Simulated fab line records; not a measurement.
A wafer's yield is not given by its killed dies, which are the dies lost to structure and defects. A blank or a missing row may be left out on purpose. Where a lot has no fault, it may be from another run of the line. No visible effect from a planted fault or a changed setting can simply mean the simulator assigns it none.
Matching of chambers || flow sky130 || SKY_VIA4_CMP_21 on cmp-01: 4 sister chambers
The step polishes, stops on SiO2, t overpolish 25 s, target thk 0 nm. 30 wafers are shown with their chamber, then 12 later ones without.

WAFERS WITH THEIR CHAMBER
{"wafer": "L075.1", "chamber": 1, "motorCurrentA (A)": 10.9, "timeToEndpointS (s)": 121.2, "overpolishRunS (s)": 24.987}
{"wafer": "L075.2", "chamber": 2, "motorCurrentA (A)": 12.9, "timeToEndpointS (s)": 119.6, "overpolishRunS (s)": 24.998}
{"wafer": "L075.3", "chamber": 3, "motorCurrentA (A)": 12.0, "timeToEndpointS (s)": 120.9, "overpolishRunS (s)": 25.009}
{"wafer": "L076.1", "chamber": 0, "motorCurrentA (A)": 10.1, "timeToEndpointS (s)": 117.9, "overpolishRunS (s)": 24.993}
{"wafer": "L076.5", "chamber": 3, "motorCurrentA (A)": 11.9, "timeToEndpointS (s)": 117.5, "overpolishRunS (s)": 25.008}
{"wafer": "L076.6", "chamber": 0, "motorCurrentA (A)": 10.2, "timeToEndpointS (s)": 120.1, "overpolishRunS (s)": 25.004}
{"wafer": "L077.1", "chamber": 3, "motorCurrentA (A)": 11.4, "timeToEndpointS (s)": 117.7, "overpolishRunS (s)": 24.993}
{"wafer": "L077.2", "chamber": 2, "motorCurrentA (A)": 12.7, "timeToEndpointS (s)": 117.3, "overpolishRunS (s)": 24.996}
{"wafer": "L077.5", "chamber": 1, "motorCurrentA (A)": 11.0, "timeToEndpointS (s)": 122.8, "overpolishRunS (s)": 25.014}
{"wafer": "L078.3", "chamber": 3, "motorCurrentA (A)": 11.9, "timeToEndpointS (s)": 122.9, "overpolishRunS (s)": 24.980}
{"wafer": "L078.5", "chamber": 1, "motorCurrentA (A)": 10.8, "timeToEndpointS (s)": 126.2, "overpolishRunS (s)": 24.998}
{"wafer": "L078.6", "chamber": 0, "motorCurrentA (A)": 10.3, "timeToEndpointS (s)": 127.4, "overpolishRunS (s)": 24.992}
{"wafer": "L079.1", "chamber": 2, "motorCurrentA (A)": 12.1, "timeToEndpointS (s)": 125.1, "overpolishRunS (s)": 25.007}
{"wafer": "L079.3", "chamber": 3, "motorCurrentA (A)": 11.8, "timeToEndpointS (s)": 125.7, "overpolishRunS (s)": 24.992}
{"wafer": "L079.4", "chamber": 0, "motorCurrentA (A)": 10.7, "timeToEndpointS (s)": 127.4, "overpolishRunS (s)": 25.005}
{"wafer": "L082.1", "chamber": 2, "motorCurrentA (A)": 12.8, "timeToEndpointS (s)": 120.2, "overpolishRunS (s)": 24.985}
{"wafer": "L082.2", "chamber": 1, "motorCurrentA (A)": 11.0, "timeToEndpointS (s)": 122.3, "overpolishRunS (s)": 24.994}
{"wafer": "L082.4", "chamber": 3, "motorCurrentA (A)": 11.7, "timeToEndpointS (s)": 121.0, "overpolishRunS (s)": 24.995}
{"wafer": "L083.2", "chamber": 2, "motorCurrentA (A)": 12.5, "timeToEndpointS (s)": 121.8, "overpolishRunS (s)": 24.998}
{"wafer": "L083.4", "chamber": 1, "motorCurrentA (A)": 10.8, "timeToEndpointS (s)": 128.7, "overpolishRunS (s)": 24.997}
{"wafer": "L083.6", "chamber": 3, "motorCurrentA (A)": 11.7, "timeToEndpointS (s)": 122.5, "overpolishRunS (s)": 25.003}
{"wafer": "L085.2", "chamber": 2, "motorCurrentA (A)": 12.5, "timeToEndpointS (s)": 122.8, "overpolishRunS (s)": 24.999}
{"wafer": "L085.3", "chamber": 0, "motorCurrentA (A)": 10.3, "timeToEndpointS (s)": 124.1, "overpolishRunS (s)": 25.001}
{"wafer": "L085.6", "chamber": 2, "motorCurrentA (A)": 13.0, "timeToEndpointS (s)": 122.2, "overpolishRunS (s)": 25.005}
{"wafer": "L087.1", "chamber": 0, "motorCurrentA (A)": 10.0, "timeToEndpointS (s)": 125.1, "overpolishRunS (s)": 25.005}
{"wafer": "L087.2", "chamber": 1, "motorCurrentA (A)": 11.1, "timeToEndpointS (s)": 121.1, "overpolishRunS (s)": 25.003}
{"wafer": "L087.4", "chamber": 2, "motorCurrentA (A)": 12.3, "timeToEndpointS (s)": 120.2, "overpolishRunS (s)": 25.011}
{"wafer": "L091.2", "chamber": 1, "motorCurrentA (A)": 11.1, "timeToEndpointS (s)": 123.2, "overpolishRunS (s)": 25.011}
{"wafer": "L091.4", "chamber": 2, "motorCurrentA (A)": 12.7, "timeToEndpointS (s)": 120.4, "overpolishRunS (s)": 25.005}
{"wafer": "L091.5", "chamber": 2, "motorCurrentA (A)": 12.7, "timeToEndpointS (s)": 121.6, "overpolishRunS (s)": 25.015}

SIGNATURES (averages over the wafers above)
{"reading": "motorCurrentA", "chamber 0": 10.267, "chamber 1": 10.957, "chamber 2": 12.620, "chamber 3": 11.771, "scatter within a chamber": 0.224}
{"reading": "timeToEndpointS", "chamber 0": 123.667, "chamber 1": 123.643, "chamber 2": 121.120, "chamber 3": 121.171, "scatter within a chamber": 2.87}
{"reading": "overpolishRunS", "chamber 0": 25.00000, "chamber 1": 25.00057, "chamber 2": 25.00190, "chamber 3": 24.99714, "scatter within a chamber": 0.0088}
Rule: a wafer lies at a distance from a chamber equal to the root of the sum of squares, over the readings, of (its reading less the chamber's mean, divided by the reading's scatter). The wafer belongs to the nearest chamber; if the next one is less than 2 further off, it can't be placed. The scatter: the root of (the sum of the squares of (reading less its chamber's mean) over the shown wafers, divided by (wafers less chambers)).

WAFERS WITH NO CHAMBER GIVEN
{"wafer": "L093.1", "motorCurrentA (A)": 10.1, "timeToEndpointS (s)": 127.1, "overpolishRunS (s)": 25.010}
{"wafer": "L093.4", "motorCurrentA (A)": 13.2, "timeToEndpointS (s)": 118.5, "overpolishRunS (s)": 25.019}
{"wafer": "L093.5", "motorCurrentA (A)": 10.2, "timeToEndpointS (s)": 124.6, "overpolishRunS (s)": 25.008}
{"wafer": "L094.3", "motorCurrentA (A)": 10.3, "timeToEndpointS (s)": 124.7, "overpolishRunS (s)": 25.006}
{"wafer": "L094.4", "motorCurrentA (A)": 10.4, "timeToEndpointS (s)": 119.0, "overpolishRunS (s)": 25.000}
{"wafer": "L094.6", "motorCurrentA (A)": 11.5, "timeToEndpointS (s)": 121.5, "overpolishRunS (s)": 25.019}
{"wafer": "L095.1", "motorCurrentA (A)": 11.7, "timeToEndpointS (s)": 122.6, "overpolishRunS (s)": 25.004}
{"wafer": "L095.2", "motorCurrentA (A)": 10.5, "timeToEndpointS (s)": 124.8, "overpolishRunS (s)": 24.994}
{"wafer": "L095.3", "motorCurrentA (A)": 10.4, "timeToEndpointS (s)": 124.1, "overpolishRunS (s)": 25.009}
{"wafer": "L097.2", "motorCurrentA (A)": 9.8, "timeToEndpointS (s)": 126.2, "overpolishRunS (s)": 24.991}
{"wafer": "L097.5", "motorCurrentA (A)": 12.5, "timeToEndpointS (s)": 122.1, "overpolishRunS (s)": 25.019}
{"wafer": "L097.6", "motorCurrentA (A)": 12.5, "timeToEndpointS (s)": 123.8, "overpolishRunS (s)": 25.009}

EACH ONE'S CHAMBER
{"wafer": "L093.1", "from the rows above": 0, "in truth": 0}
{"wafer": "L093.4", "from the rows above": 2, "in truth": 2}
{"wafer": "L093.5", "from the rows above": 0, "in truth": 0}
{"wafer": "L094.3", "from the rows above": 0, "in truth": 0}
{"wafer": "L094.4", "from the rows above": "can't be placed: 0 or 1", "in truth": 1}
{"wafer": "L094.6", "from the rows above": "can't be placed: 3 or 1", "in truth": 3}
{"wafer": "L095.1", "from the rows above": 3, "in truth": 3}
{"wafer": "L095.2", "from the rows above": "can't be placed: 0 or 1", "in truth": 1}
{"wafer": "L095.3", "from the rows above": "can't be placed: 0 or 1", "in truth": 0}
{"wafer": "L097.2", "from the rows above": 0, "in truth": 0}
{"wafer": "L097.5", "from the rows above": 2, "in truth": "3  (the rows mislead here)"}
{"wafer": "L097.6", "from the rows above": 2, "in truth": 2}
Correctly placed: 7 of 12. Unplaceable from these rows: 4, with the true chamber sitting among the candidates in 4. Wrongly placed: 1.
